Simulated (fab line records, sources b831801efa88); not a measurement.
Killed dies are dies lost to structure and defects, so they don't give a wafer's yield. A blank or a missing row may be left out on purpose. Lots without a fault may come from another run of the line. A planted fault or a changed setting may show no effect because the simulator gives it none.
Chamber matching | flow sky130 | SKY_CAPM_CVD_00 on pecvd-03: 3 sister chambers
The step deposits SiO2, target thk 15.5 nm. 22 wafers are shown with their chamber, then 11 later ones without.

WAFERS WITH THEIR CHAMBER
wafer  | chamber | heater_power_w (W) | heater_power_outer_w (W)
L074.4 | 1       | 595                | 355
L074.5 | 0       | 746                | 397
L074.6 | 2       | 723                | 416
L076.3 | 0       | 883                | 498
L076.4 | 2       | 697                | 377
L076.6 | 0       | 902                | 511
L078.1 | 1       | 573                | 337
L078.2 | 2       | 793                | 472
L078.4 | 0       | 789                | 430
L080.3 | 1       | 481                | 285
L080.4 | 2       | 814                | 499
L080.5 | 1       | 508                | 283
L083.2 | 0       | 869                | 491
L083.3 | 1       | 534                | 318
L083.6 | 0       | 868                | 507
L088.1 | 1       | 564                | 334
L088.2 | 2       | 831                | 497
L088.3 | 0       | 795                | 411
L091.1 | 0       | 887                | 488
L091.2 | 1       | 597                | 361
L091.5 | 2       | 812                | 498
L093.1 | 0       | 767                | 382

SIGNATURES (means of the wafers above)
reading              | chamber 0 | chamber 1 | chamber 2 | scatter within a chamber
heater_power_w       | 834.00    | 550.29    | 778.33    | 53.7
heater_power_outer_w | 457.22    | 324.71    | 459.83    | 46.1
Rule: a wafer's distance from a chamber is the root of the sum, over the readings, of the square of ((its reading less the chamber's mean) divided by the reading's scatter). The wafer belongs to the nearest chamber; if the next one is less than 2 further off, it can't be placed. The scatter: the root of (the sum of the squares of (reading less its chamber's mean) over the shown wafers, divided by (wafers less chambers)).

WAFERS WITHOUT THEIR CHAMBER
wafer  | heater_power_w (W) | heater_power_outer_w (W)
L093.4 | 590                | 354
L093.5 | 714                | 423
L094.1 | 850                | 475
L094.4 | 728                | 434
L094.6 | 491                | 276
L097.1 | 825                | 461
L097.3 | 769                | 463
L097.5 | 760                | 469
L096.3 | 887                | 501
L096.4 | 803                | 513
L096.5 | 896                | 502

WHICH CHAMBER EACH WENT THROUGH
wafer  | from the rows above     | in truth
L093.4 | 1                       | 1
L093.5 | can't be placed: 2 or 0 | 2
L094.1 | can't be placed: 0 or 2 | 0
L094.4 | can't be placed: 2 or 0 | 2
L094.6 | 1                       | 1
L097.1 | can't be placed: 0 or 2 | 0
L097.3 | can't be placed: 2 or 0 | 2
L097.5 | can't be placed: 2 or 0 | 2
L096.3 | can't be placed: 0 or 2 | 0
L096.4 | can't be placed: 2 or 0 | 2
L096.5 | can't be placed: 0 or 2 | 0
Placed correctly: 2 of 11. Can't be placed from these rows: 9 (the true chamber is among the candidates in 9). Placed wrongly: 0.
